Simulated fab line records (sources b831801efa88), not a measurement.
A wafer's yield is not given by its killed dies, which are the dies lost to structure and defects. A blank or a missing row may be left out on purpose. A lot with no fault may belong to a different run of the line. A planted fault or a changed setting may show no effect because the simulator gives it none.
fab line records -- flow sky130
record: lots: 12, wafers: 36, lastDay: 50
route steps=708 shown VIA3@575 CAP2M@604 PASSIVATION@683 PAD_OPEN@708
lots that met no fault: taken from a fault-free run of the same line
startH: hours from the record's opening day to when the first of the lot's shown wafers began -- waitH: hours from the lot's prior step to this one -- " identical to the entry in the row above -- L1.1+2: one row covering several wafers at once -- - no value, or no start given -- * or withheld: withheld -- < > ~ a bound
route shown NAME@n: names a module that has steps shown in the file, with the first one's number in the route -- usual: average and standard deviation across the fault-free wafers -- same: alike in all rows -- chamber/n: place in a boat -- sites: per-site readings -- _std_site: the standard deviation of these -- _edge_site: outer sites' mean less inner sites' -- radiusMm: how far each site lies from the wafer's centre -- mask NAME#n: copy n -- behind: tool/chamber where the wafer was last shaped -- hold: reason for holding the lot/hours on hold/outcome of the hold -- device: the n, p or np transistor that did not switch -- end of line: the same wafers' tests at the end of the route -- a step without rows: its recipe alone -- killed: not the wafer's yield, but the dies lost to structure and defects at the first sort -- map: shows each die of a wafer: x if killed, . if not, _ if none is there
set.NAME: the run value of the setting; set.NAME@STEP: its run value at that earlier step -- model.NAME: the simulator's own value behind a step, which no gauge read
one table for each step of the route and one row for each wafer, over a sample of lots
services: the hour from which a tool's chamber was out of use, counted from the record's first day as startH (under 0 if before that day), plus the number of hours and why
== steps ==
step: SKY_VIA3_CMP_02
recipe: material: SiO2, downForcePsi: 4, platenRpm: 60, padVelocityMS: 0.94248
usual: edgeZonePressureFrac: 1.000/0.0047, motorCurrentA: 12.0/1.5
lot.wafer,tool,chamber,startH,waitH,edgeZonePressureFrac,motorCurrentA
L784.1,cmp-01,2,917.10,3.9,0.996,15.4
L784.6,cmp-01,1,917.10,3.9,1.001,11.1
L784.5,cmp-01,2,917.10,3.9,0.999,14.7
L785.2,cmp-02,2,921.65,0.1,0.996,12.1
L785.3,cmp-02,3,921.65,0.1,1.010,9.6
L785.4,cmp-02,0,921.65,0.1,1.001,11.9
L786.3,cmp-01,2,923.44,0.0,0.998,14.3
L786.2,cmp-01,1,923.44,0.0,0.996,10.4
L786.5,cmp-01,3,923.44,0.0,0.998,12.2
L787.2,cmp-01,1,946.22,0.0,1.012,10.9
L787.3,cmp-01,0,946.22,0.0,1.013,11.0
L787.5,cmp-01,1,946.22,0.0,1.004,10.7
L788.3,cmp-02,2,952.28,0.1,0.996,11.1
L788.2,cmp-02,3,952.28,0.1,0.993,10.1
L788.6,cmp-02,0,952.28,0.1,1.004,11.5
L793.3,cmp-02,1,987.83,0.1,1.002,13.6
L793.6,cmp-02,0,987.83,0.1,1.007,11.5
L793.5,cmp-02,1,987.83,0.1,0.998,13.3
L794.2,cmp-02,1,995.40,0.1,1.004,13.5
L794.4,cmp-02,2,995.40,0.1,1.003,10.8
L794.1,cmp-02,3,995.40,0.1,0.997,10.2
L798.2,cmp-02,0,1020.48,0.5,1.005,11.6
L798.4,cmp-02,1,1020.48,0.5,1.007,13.3
L798.5,cmp-02,3,1020.48,0.5,1.008,10.0
L800.4,cmp-01,1,1029.77,0.1,0.999,10.3
L800.3,cmp-01,3,1029.77,0.1,1.007,11.7
L800.6,cmp-01,0,1029.77,0.1,0.996,11.4
L802.4,cmp-01,3,1043.31,0.0,0.999,11.7
L802.6,cmp-01,3,1043.31,0.0,0.998,12.9
L802.5,cmp-01,0,1043.31,0.0,1.000,10.5
L803.3,cmp-02,2,1045.60,0.1,1.003,11.4
L803.1,cmp-02,3,1045.60,0.1,1.003,10.3
L803.5,cmp-02,1,1045.60,0.1,0.997,14.0
L804.3,cmp-02,0,1048.73,0.0,1.000,11.1
L804.2,cmp-02,3,1048.73,0.0,1.001,10.0
L804.6,cmp-02,1,1048.73,0.0,1.006,13.7
step: SKY_VIA3_CVD_21
recipe: material: W, targetThkNm: 390, timeS: 117.31, tempC: 400, pressureTorr: 40
usual: chamberPressureTorr: 40.00/0.085, heaterPowerW: 941/100
lot.wafer,tool,chamber,startH,waitH,chamberPressureTorr,heaterPowerW,sinceWetCleanH
L784.1,cvdW-01,0,942.11,0.0,40.15,784,24
L784.5,cvdW-01,1,942.11,0.0,39.93,986,-
L784.6,cvdW-01,0,942.11,0.0,40.07,791,-
L785.2,cvdW-01,0,946.67,0.0,40.08,803,29
L785.3,cvdW-01,1,946.67,0.0,40.09,990,-
L785.4,cvdW-01,0,946.67,0.0,40.05,815,-
L786.2,cvdW-02,0,948.83,0.1,39.98,979,-
L786.3,cvdW-02,0,948.83,0.1,40.01,982,-
L786.5,cvdW-02,0,948.83,0.1,39.99,940,-
L787.2,cvdW-01,0,971.09,0.0,40.23,787,53
L787.3,cvdW-01,0,971.09,0.0,40.17,774,-
L787.5,cvdW-01,1,971.09,0.0,39.96,987,-
L788.2,cvdW-01,1,976.90,0.0,40.05,1020,59
L788.3,cvdW-01,1,976.90,0.0,39.89,969,-
L788.6,cvdW-01,1,976.90,0.0,39.89,987,-
L793.3,cvdW-02,0,1011.79,0.1,39.86,960,-
L793.5,cvdW-02,0,1011.79,0.1,39.97,979,-
L793.6,cvdW-02,1,1011.79,0.1,40.04,1053,-
L794.1,cvdW-02,0,1019.48,0.0,39.88,958,615
L794.2,cvdW-02,1,1019.48,0.0,40.01,1035,615
L794.4,cvdW-02,0,1019.48,0.0,39.97,972,-
L798.2,cvdW-02,0,1043.40,0.0,40.05,973,639
L798.4,cvdW-02,1,1043.40,0.0,40.07,1066,-
L798.5,cvdW-02,0,1043.40,0.0,39.90,987,-
L800.3,cvdW-02,1,1053.02,0.1,39.99,1090,-
L800.4,cvdW-02,0,1053.02,0.1,39.96,967,-
L800.6,cvdW-02,0,1053.02,0.1,40.05,989,-
L802.4,cvdW-02,0,1066.40,0.1,39.91,980,-
L802.5,cvdW-02,0,1066.40,0.1,40.06,979,-
L802.6,cvdW-02,1,1066.40,0.1,40.07,1090,-
L803.1,cvdW-02,0,1068.71,0.0,40.04,932,665
L803.3,cvdW-02,0,1068.71,0.0,40.06,954,-
L803.5,cvdW-02,0,1068.71,0.0,40.03,964,-
L804.2,cvdW-01,1,1071.82,0.0,40.09,997,154
L804.3,cvdW-01,0,1071.82,0.0,39.91,795,-
L804.6,cvdW-01,0,1071.82,0.0,39.97,809,-
step: SKY_CAP2M_THK_MEAS_01
recipe: reads: SiO2_of_CAP2M_CVD_00
usual: CAP2M_CVD_00_THK: 15.51/0.2
lot.wafer,tool,chamber,startH,waitH,CAP2M_CVD_00_THK[nm]
L784.1,filmMetro-01,-,942.89,-,15.26
L784.5,filmMetro-01,-,942.89,-,15.62
L784.6,filmMetro-01,-,942.89,-,15.54
L785.2,filmMetro-02,-,947.47,-,15.55
L785.3,filmMetro-02,-,947.47,-,15.68
L785.4,filmMetro-02,-,947.47,-,15.92
L786.2,filmMetro-02,-,949.70,-,15.13
L786.3,filmMetro-02,-,949.70,-,15.03
L786.5,filmMetro-02,-,949.70,-,15.21
L787.2,filmMetro-01,-,971.87,-,15.29
L787.3,filmMetro-01,-,971.87,-,15.29
L787.5,filmMetro-01,-,971.87,-,15.73
L788.2,filmMetro-04,-,977.69,-,15.45
L788.3,filmMetro-04,-,977.69,-,15.38
L788.6,filmMetro-04,-,977.69,-,15.66
L793.3,filmMetro-04,-,1012.55,-,15.17
L793.5,filmMetro-04,-,1012.55,-,15.38
L793.6,filmMetro-04,-,1012.55,-,15.71
L794.1,filmMetro-01,-,1020.26,-,15.34
L794.2,filmMetro-01,-,1020.26,-,15.25
L794.4,filmMetro-01,-,1020.26,-,15.34
L798.2,filmMetro-01,-,1044.19,-,15.65
L798.4,filmMetro-01,-,1044.19,-,15.97
L798.5,filmMetro-01,-,1044.19,-,15.95
L800.3,filmMetro-04,-,1053.78,-,15.64
L800.4,filmMetro-04,-,1053.78,-,15.78
L800.6,filmMetro-04,-,1053.78,-,15.80
L802.4,filmMetro-02,-,1067.17,-,15.57
L802.5,filmMetro-02,-,1067.17,-,15.45
L802.6,filmMetro-02,-,1067.17,-,15.52
L803.1,filmMetro-04,-,1069.49,-,15.37
L803.3,filmMetro-04,-,1069.49,-,15.43
L803.5,filmMetro-04,-,1069.49,-,15.55
L804.2,filmMetro-02,-,1072.60,-,15.56
L804.3,filmMetro-02,-,1072.60,-,15.52
L804.6,filmMetro-02,-,1072.60,-,15.78
step: SKY_PASSIVATION_CVD_02
recipe: material: Si3N4, targetThkNm: 540, tempC: 400, timeS: withheld, rfW: 450
usual: heaterPowerW: 754/110
lot.wafer,tool,chamber,startH,waitH,heaterPowerW
L784.1,pecvd-02,2,1038.46,0.1,635
L784.5,pecvd-02,1,1038.46,0.1,992
L784.6,pecvd-02,2,1038.46,0.1,643
L785.2,pecvd-04,2,1045.75,0.0,705
L785.3,pecvd-04,0,1045.75,0.0,708
L785.4,pecvd-04,1,1045.75,0.0,800
L786.2,pecvd-04,1,1047.34,0.0,815
L786.3,pecvd-04,0,1047.34,0.0,596
L786.5,pecvd-04,2,1047.34,0.0,596
L787.2,pecvd-04,1,1068.33,0.0,780
L787.3,pecvd-04,0,1068.33,0.0,655
L787.5,pecvd-04,1,1068.33,0.0,820
L788.2,pecvd-02,2,1070.97,0.0,602
L788.3,pecvd-02,0,1070.97,0.0,865
L788.6,pecvd-02,1,1070.97,0.0,1014
L793.3,pecvd-04,2,1102.87,0.0,652
L793.5,pecvd-04,0,1102.87,0.0,635
L793.6,pecvd-04,1,1102.87,0.0,785
L794.1,pecvd-04,0,1110.02,0.1,614
L794.2,pecvd-04,1,1110.02,0.1,739
L794.4,pecvd-04,1,1110.02,0.1,773
L798.2,pecvd-01,0,1132.44,0.0,693
L798.4,pecvd-01,0,1132.44,0.0,721
L798.5,pecvd-01,2,1132.44,0.0,732
L800.3,pecvd-02,1,1138.00,0.0,808
L800.4,pecvd-02,2,1138.00,0.0,612
L800.6,pecvd-02,1,1138.00,0.0,899
L802.4,pecvd-01,1,1151.73,0.1,718
L802.5,pecvd-01,2,1151.73,0.1,723
L802.6,pecvd-01,0,1151.73,0.1,773
L803.1,pecvd-02,0,1152.84,0.1,781
L803.3,pecvd-02,2,1152.84,0.1,636
L803.5,pecvd-02,0,1152.84,0.1,829
L804.2,pecvd-02,2,1156.36,0.0,657
L804.3,pecvd-02,0,1156.36,0.0,842
L804.6,pecvd-02,0,1156.36,0.0,874
step: SKY_PASSIVATION_THK_MEAS_03
recipe: reads: Si3N4_of_PASSIVATION_CVD_02
usual: PASSIVATION_CVD_02_THK: 541/6
lot.wafer,tool,chamber,startH,waitH,PASSIVATION_CVD_02_THK[nm]
L784.1,filmMetro-01,-,1038.69,-,538
L784.5,filmMetro-01,-,1038.69,-,546
L784.6,filmMetro-01,-,1038.69,-,547
L785.2,filmMetro-01,-,1045.98,-,538
L785.3,filmMetro-01,-,1045.98,-,540
L785.4,filmMetro-01,-,1045.98,-,540
L786.2,filmMetro-02,-,1047.58,-,536
L786.3,filmMetro-02,-,1047.58,-,539
L786.5,filmMetro-02,-,1047.58,-,554
L787.2,filmMetro-02,-,1068.57,-,527
L787.3,filmMetro-02,-,1068.57,-,526
L787.5,filmMetro-02,-,1068.57,-,537
L788.2,filmMetro-03,-,1071.20,-,542
L788.3,filmMetro-03,-,1071.20,-,536
L788.6,filmMetro-03,-,1071.20,-,545
L793.3,filmMetro-03,-,1103.12,-,646
L793.5,filmMetro-03,-,1103.12,-,653
L793.6,filmMetro-03,-,1103.12,-,660
L794.1,filmMetro-03,-,1110.25,-,640
L794.2,filmMetro-03,-,1110.25,-,643
L794.4,filmMetro-03,-,1110.25,-,659
L798.2,filmMetro-01,-,1132.68,-,532
L798.4,filmMetro-01,-,1132.68,-,543
L798.5,filmMetro-01,-,1132.68,-,542
L800.3,filmMetro-03,-,1138.24,-,543
L800.4,filmMetro-03,-,1138.24,-,548
L800.6,filmMetro-03,-,1138.24,-,556
L802.4,filmMetro-03,-,1151.88,-,544
L802.5,filmMetro-03,-,1151.88,-,544
L802.6,filmMetro-03,-,1151.88,-,544
L803.1,filmMetro-01,-,1153.06,-,535
L803.3,filmMetro-01,-,1153.06,-,535
L803.5,filmMetro-01,-,1153.06,-,540
L804.2,filmMetro-01,-,1156.60,-,538
L804.3,filmMetro-01,-,1156.60,-,534
L804.6,filmMetro-01,-,1156.60,-,543
step: SKY_PAD_OPEN_PROBE_99
usual: defectLimitedYield: 82.8/1.9, killed_at_M0_to_M3: 42/6.9, killed_at_M4_up: 3.2/1.7, killedAtContacts: 23/5.5, killedAtFrontEnd: 16/4, killedAtOther: 0.4/0.55, killedDies: 85/9.2, killedOpen: 46/6.8, killedShort: 38/6.2, sort_bin_3_pad_short: 0.9/0.4, sort_bin_5_function: 10.2/1.5, sort_bin_6_memory: 6.2/1.1, sortNPass: 407/9.2, sortYieldPct: 82.8/1.9
same: grossDies: 492, killedAtBackSide: 0, sort_bin_4_leakage[%]: 0, sort_bin_8_speed[%]: 0
lot.wafer,tool,chamber,startH,waitH,defectLimitedYield[%],killed_at_M0_to_M3,killed_at_M4_up,killedAtContacts,killedAtFrontEnd,killedAtOther,killedDies,killedOpen,killedShort,sort_bin_3_pad_short[%],sort_bin_5_function[%],sort_bin_6_memory[%],sortNPass,sortYieldPct[%]
L800.3,prober-02,-,1176.58,0.2,81.7,38,3,32,17,0,90,51,38,1.4,10.4,6.5,402,81.7
L800.4,prober-02,-,1176.63,0.2,81.9,46,2,26,15,0,89,49,40,0.8,10.4,6.9,403,81.9
L800.6,prober-02,-,1176.73,0.2,83.7,47,3,18,12,0,80,54,26,0.8,9.3,6.1,412,83.7
killed by level:class
L800.3 VIA1:geometricParticle:open=12 CONTACT:geometricParticle:open=12 LI_CONTACT:geometricParticle:open=5 CONTACT:geometricParticle:short=5 VIA2:geometricParticle:open=5 FIELD_ISO:geometricParticle:short=4 POLY_GATE:geometricParticle:open=4 LOCAL_INTERCONNECT:geometricParticle:short=4
L800.4 CONTACT:geometricParticle:open=11 VIA1:geometricParticle:open=10 FIELD_ISO:geometricParticle:open=8 VIA3:geometricParticle:open=8 CONTACT:geometricParticle:short=6 VIA1:geometricParticle:short=6 POLY_GATE:geometricParticle:short=5 METAL3:geometricParticle:short=5
L800.6 VIA1:geometricParticle:open=19 CONTACT:geometricParticle:open=8 VIA2:geometricParticle:open=8 FIELD_ISO:geometricParticle:short=7 METAL2:geometricParticle:short=6 LI_CONTACT:geometricParticle:open=5 VIA3:geometricParticle:open=4 METAL1:geometricParticle:short=3
== services ==
tool,chamber,startH,hours,kind
cmp-02,-,894.13,1.2,repair
pecvd-04,2,899.06,5.5,scheduledDown
cmp-01,-,900.75,5.7,repair
cvdW-01,-,904.00,14.0,pm
cvdW-01,0,904.00,14.0,ventCycle
cvdW-01,1,904.00,14.0,ventCycle
cmp-02,-,905.50,1.2,repair
cmp-02,-,910.89,6.7,repair
cmp-01,-,912.45,4.0,pm
cmp-01,-,920.24,1.6,repair
cvdW-02,1,935.26,21.4,repair
cmp-01,-,952.05,1.2,repair
cmp-01,-,989.18,4.0,pm
cmp-02,-,1011.06,0.4,repair
cmp-01,-,1016.69,4.2,pm
cvdW-01,-,1049.73,6.9,pm
cmp-02,-,1058.99,6.0,pm
cmp-02,-,1084.00,4.0,pm
cmp-02,-,1088.00,-,consumableReplace:conditioner
cmp-02,-,1088.00,-,consumableReplace:pad
cmp-01,-,1089.77,0.9,repair
cmp-02,-,1100.86,0.6,repair
pecvd-04,-,1124.45,2.8,pm
cmp-02,-,1124.52,1.1,repair
== key ==
firstSign: step: SKY_PASSIVATION_THK_MEAS_03, reading: PASSIVATION_CVD_02_THK, direction: up, sigmas: 18, usual: 541, struck: 650
effect none on later readings
metAt SKY_PASSIVATION_CVD_02
struckLots L793,L794
notActingAt SKY_VIA3_CMP_02,SKY_VIA3_CVD_21,SKY_CAP2M_THK_MEAS_01
onsetBetween 1068.33 1102.87
fault: kind: processParameterDrift, tool: pecvd-04, chamber: -, onsetH: 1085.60, steps: SKY_PASSIVATION_CVD_02, channel: timeS, offset: withheld, shape: step, endH: 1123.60, actsIn: *
